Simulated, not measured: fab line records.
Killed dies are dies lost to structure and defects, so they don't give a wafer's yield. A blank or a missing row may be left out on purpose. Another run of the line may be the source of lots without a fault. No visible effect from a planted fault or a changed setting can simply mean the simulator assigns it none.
Which tool did it? -- flow gf180mcu -- 24 lots (72 wafers sampled), 1 step of a 602-step route

WHAT THE GAUGES READ, wafer by wafer
GF_DUAL_GATE_OVL_MEAS_11.
lot,measured,on,DUAL_GATE_OVL (nm)
L074,day 8 07:33,overlay-02,-0.2 -0.1 0.3
L075,day 8 14:05,overlay-02,-2.7 -0.3 -1.8
L076,day 8 21:32,overlay-02,1.5 -0.2 0.4
L077,day 9 06:01,overlay-01,-2.8 -2.8 -2.8
L078,day 9 10:13,overlay-02,-1.7 -0.8 -1.2
L079,day 9 20:08,overlay-01,-2.6 -2.3 -3.2
L080,day 10 01:50,overlay-01,-2.6 -3.2 -3.2
L081,day 10 09:47,overlay-01,0.5 1.3 0.9
L082,day 10 17:35,overlay-01,-2.2 -1.7 -1.6
L083,day 10 21:19,overlay-01,-3.6 -2.7 -2.7
L084,day 11 04:38,overlay-02,0.2 1.3 2.1
L085,day 11 14:22,overlay-02,-0.3 -2.0 -0.4
L086,day 11 17:38,overlay-02,0.4 1.7 -0.5
L087,day 12 02:40,overlay-01,-1.7 0.0 -1.7
L088,day 12 12:04,overlay-02,0.8 2.0 1.3
L089,day 12 21:40,overlay-01,-1.1 -2.5 -2.0
L090,day 13 00:56,overlay-01,0.1 -1.0 -1.6
L091,day 13 07:40,overlay-01,-1.7 -0.7 -0.3
L092,day 13 13:04,overlay-01,-2.5 -2.5 -1.3
L093,day 13 19:38,overlay-01,-2.3 -0.1 -1.4
L094,day 14 02:14,overlay-01,-1.4 0.1 -2.1
L095,day 14 11:41,overlay-02,-2.5 -1.8 -0.3
L096,day 14 19:52,overlay-01,-2.1 -1.5 -2.0
L097,day 14 23:58,overlay-01,-2.2 -1.9 -1.0

WHICH TOOL RAN EACH LOT (tool, then ch and the chambers of the sampled wafers, then the start)
The record holds no process step before these readings.

WHAT THE TOOLS THEMSELVES READ (means of the sampled wafers that have a number; where no wafer has one, the mark that the record gives instead)
The record holds no such reading with a usual standard deviation.

THE ANSWER, worked out from the rows above alone
Rule: the lots themselves supply what counts as usual. The widest of any qualifying gaps counts: lots, ordered by their means at a reading, are off when they make up no more than a third of the lots, leave a main group of 4 or more, and stand apart from it by 3 or more times the standard deviation of that group's means. If all means in a main group match to the digits the tables above print for the reading, that group is not used. A lot without any number at a reading at which 4 lots or more have one is off too. Where the step has rows for the other lots, those lots are counted as sound. Order of review: gauges by route order, followed by the tools' own readings, for which a lot's mean as printed above is used. At the first step where some lot is off, the reading lying furthest off is the one used; lots without a number count as furthest.
Nothing can be told from this: no lot is off at any reading shown.

WHAT THE SIMULATOR HAD INSERTED
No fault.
